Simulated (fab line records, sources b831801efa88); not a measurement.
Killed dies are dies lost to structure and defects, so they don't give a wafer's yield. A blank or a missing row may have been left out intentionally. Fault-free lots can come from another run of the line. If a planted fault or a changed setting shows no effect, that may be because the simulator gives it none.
Problem report in the 8D (eight disciplines) form, filled by code || flow sky130 || the parts of the form that need people (team, actions taken, sign-off) are left out

## 1. THE ISSUE
Mean LOCAL_INTERCONNECT_TIN_RS at SKY_LOCAL_INTERCONNECT_RS_MEAS_01: 17.07 ohm/sq over 6 wafers in 2 lots; fault-free wafers: 14.25 ohm/sq, standard deviation 0.17. That is +17 standard deviations from the usual mean.
The step: measures by four-point-probe.
Seen first at day 31 15:08 on film-metro-04, wafer L190.1. At this step, 30 wafers from 10 lots have a number in the record. The rule behind "out" and "out of limits": a value lying over 4 standard deviations away from the usual mean. The rest of the wafers with a number are treated as sound.

## 2. WHAT IT IS, AND WHAT IT ISN'T
{"question": "which readings at this step", "is": "LOCAL_INTERCONNECT_TIN_RS", "is not": "-"}
{"question": "which lots", "is": "L190, L192", "is not": "L185, L186, L188, L193, L197, L200, L201, L206"}
{"question": "which wafers of those lots", "is": "all that have a number", "is not": "-"}
{"question": "read on which gauges", "is": "film-metro-04", "is not": "film-metro-02, film-metro-03"}
{"question": "when", "is": "from day 31 15:08", "is not": "up to then (9 sound wafers); but 15 sound wafers of L193, L197, L200, L201, L206 came after"}

## 3. SUSPECTS, AND WHAT RULES EACH OUT
Counting: a tool stays on the suspect list if, at a process step up to the reading, it processed all lots that are out and no sound lot following the first of them.
- the gauge at SKY_LOCAL_INTERCONNECT_RS_MEAS_01 is ruled out. All the wafers that are out were read on film-metro-04, but those of them that SKY_LOCAL_INTERCONNECT_METAL_ETCH_14 has rows for are out there too, on other tools.
- pvd-sputter-02 at SKY_LOCAL_INTERCONNECT_SPUTTER_00 (material TiN, target thk 100 nm, time 83.3 s): kept. It processed each lot that is out, first L190 at day 31 15:04, and no sound lot thereafter; up to then, the last sound lot it processed was L185 at day 30 20:28.
Remaining after the count: pvd-sputter-02 at SKY_LOCAL_INTERCONNECT_SPUTTER_00.

## 4. THE CAUSE (what the simulator had put in)
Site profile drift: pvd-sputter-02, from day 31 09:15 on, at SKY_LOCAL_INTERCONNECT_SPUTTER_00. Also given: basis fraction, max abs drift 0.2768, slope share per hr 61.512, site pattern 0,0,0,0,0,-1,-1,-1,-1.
This tool alone remained once counting was done.

## 5. SEQUENCE OF EFFECTS, ordered by route
One row per reading whose mean, taken over the struck wafers that have a number, lies over 3 standard deviations from the usual. Only readings for which the record gives a usual standard deviation are gone through. hours: the time from each lot's start at the first step in this table that gives one to its start at this step, as a median over the lots. sigmas: the change in usual standard deviations.
{"hours": 0, "step": "SKY_LOCAL_INTERCONNECT_RS_MEAS_01", "reading": "LOCAL_INTERCONNECT_TIN_RS", "usual": "14.25 ohm/sq", "on struck wafers": 17.07, "change": "+2.82", "sigmas": "+17"}
{"hours": 0, "step": "SKY_LOCAL_INTERCONNECT_THK_MEAS_02", "reading": "LOCAL_INTERCONNECT_TIN_THK", "usual": "100.9 nm", "on struck wafers": 87.3, "change": -13.6, "sigmas": -11}
{"hours": 27, "step": "SKY_LOCAL_INTERCONNECT_METAL_ETCH_14", "reading": "oes-product-au", "usual": "0.937 a.u.", "on struck wafers": 0.862, "change": -0.075, "sigmas": -10}
{"hours": 27, "step": "SKY_LOCAL_INTERCONNECT_METAL_ETCH_14", "reading": "throttle-valve-pct", "usual": "21.905 %", "on struck wafers": 21.953, "change": "+0.048", "sigmas": "+4.8"}
The process steps in it:
- SKY_LOCAL_INTERCONNECT_METAL_ETCH_14: etches TiN in Cl2/BCl3, stops on PSG, target depth 110 nm, time 31.4 s.

## 6. WHAT WOULD HAVE CAUGHT IT SOONER
6 hours passed between the start of the fault at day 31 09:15 and the first reading out of limits at a measuring or inspecting step in this record, taken at day 31 15:08.
Tool readings at SKY_LOCAL_INTERCONNECT_SPUTTER_00 with a usual standard deviation given in the record: none out on any struck wafer, hence no alarm at a limit of 4 standard deviations on them.
Among the 2 lots that are out, L192 began SKY_LOCAL_INTERCONNECT_SPUTTER_00 on pvd-sputter-02 after day 31 15:08. Had the tool been put on hold then, it would have been spared.
